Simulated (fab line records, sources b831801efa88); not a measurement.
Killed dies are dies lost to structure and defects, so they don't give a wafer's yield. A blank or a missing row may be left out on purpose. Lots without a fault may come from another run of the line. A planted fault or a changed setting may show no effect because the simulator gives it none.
Problem report in the 8D (eight disciplines) form, filled by code | flow sky130 | the parts of the form that need people (team, actions taken, sign-off) are left out

1. THE PROBLEM
VIA4_HDPCVD_THK at SKY_VIA4_THK_MEAS_01 reads a mean of 1984 nm on 1 wafer of 1 lot; wafers without a fault read 1741 nm with a standard deviation of 20. That is +12 standard deviations from the usual mean.
First seen on wafer L114.3, day 44 23:31, on film_metro-04. The record holds 36 wafers of 12 lots with a number at this step. Rule for "out", or "out of limits": more than 4 standard deviations from the usual mean. The other wafers with a number count as sound.

2. WHAT IT IS AND WHAT IT IS NOT
question                    | is                | is not
which readings at this step | VIA4_HDPCVD_THK   | -
which lots                  | L114              | L104, L105, L106, L107, L111, L118, L120, L121, L124, L125, L127
which wafers of those lots  | L114.3            | L114.1, L114.5
read on which gauges        | film_metro-04     | film_metro-02, film_metro-03
when                        | from day 44 23:31 | up to then (17 sound wafers); but 18 sound wafers of L118, L120, L121, L124, L125, L127 came after

3. SUSPECTS, AND WHAT RULES EACH OUT
Counting: a tool at a process step up to the reading stays a suspect if it ran every lot that is out. Sound lots after the first of them don't rule it out here, since some wafers of a struck lot are sound.
- the gauge at SKY_VIA4_THK_MEAS_01: ruled out. All the wafers that are out were read on film_metro-04, but those of them that SKY_VIA4_HDPCVD_00 has rows for are out there too, on other tools.
- rie_diel-01 at SKY_CONTACT_ETCH_17 (etches SiO2 in C4F8/O2/Ar, stops on Si3N4, target depth 340 nm): kept. It ran the lot that is out, L114 (day 35 07:15); its last sound lot up to then is L111 (day 34 08:29).
- cvd_w-02 at SKY_VIA1_CVD_21 (deposits W, target thk 270 nm, time 80.902 s): kept. It ran the lot that is out, L114 (day 37 15:26); its last sound lot up to then is L111 (day 36 16:29).
- hdpcvd-01 at SKY_VIA4_HDPCVD_00 (deposits SiO2, target thk 1750 nm, time 291.7 s): kept. It ran the lot that is out, L114 (day 44 23:21); its last sound lot up to then is L111 (day 44 02:32). Its own readings are out on those wafers: run_length_s.
- Within rie_diel-01 at SKY_CONTACT_ETCH_17: the wafers that are out ran in chamber 1; their sound lot-mates ran in chamber 0.
- Within cvd_w-02 at SKY_VIA1_CVD_21: the wafers that are out ran in chamber 0; their sound lot-mates ran in chamber 1.
- Within hdpcvd-01 at SKY_VIA4_HDPCVD_00: the wafers that are out ran in chamber 1; their sound lot-mates ran in chambers 0, 2.
Left after counting: rie_diel-01 at SKY_CONTACT_ETCH_17, cvd_w-02 at SKY_VIA1_CVD_21, hdpcvd-01 at SKY_VIA4_HDPCVD_00.

4. THE CAUSE (what the simulator had put in)
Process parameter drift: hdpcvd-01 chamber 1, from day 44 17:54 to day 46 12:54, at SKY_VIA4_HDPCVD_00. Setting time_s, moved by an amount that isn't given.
Counting left 3 suspects, and this tool is among them.

5. THE CHAIN OF EFFECTS, in route order
Each row: a reading whose mean over the struck wafers that have a number lies more than 3 standard deviations from the usual. Only readings for which the record gives a usual standard deviation are gone through. hours: the time from each lot's start at the first step in this table that gives one to its start at this step, as a median over the lots. sigmas: the change in usual standard deviations.
hours | step                 | reading         | usual   | on struck wafers | change | sigmas
0     | SKY_VIA4_HDPCVD_00   | run_length_s    | 319.5 s | 359.9            | +40.4  | +71
0     | SKY_VIA4_THK_MEAS_01 | VIA4_HDPCVD_THK | 1741 nm | 1984             | +243   | +12
The process steps in it:
- SKY_VIA4_HDPCVD_00: deposits SiO2, target thk 1750 nm, time 291.7 s.

6. WHAT WOULD HAVE CAUGHT IT SOONER
In this record the first reading out of limits at a measuring or inspecting step was taken at day 44 23:31, 6 hours after the fault began at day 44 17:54.
The tool's own readings at SKY_VIA4_HDPCVD_00 were out on every struck wafer that the step has a row for (run_length_s): an alarm limit on them would have fired on the first of those.
All the lots that are out (1) had begun SKY_VIA4_HDPCVD_00 on hdpcvd-01 by day 44 23:31. A hold on the tool at that time would have spared none of them.
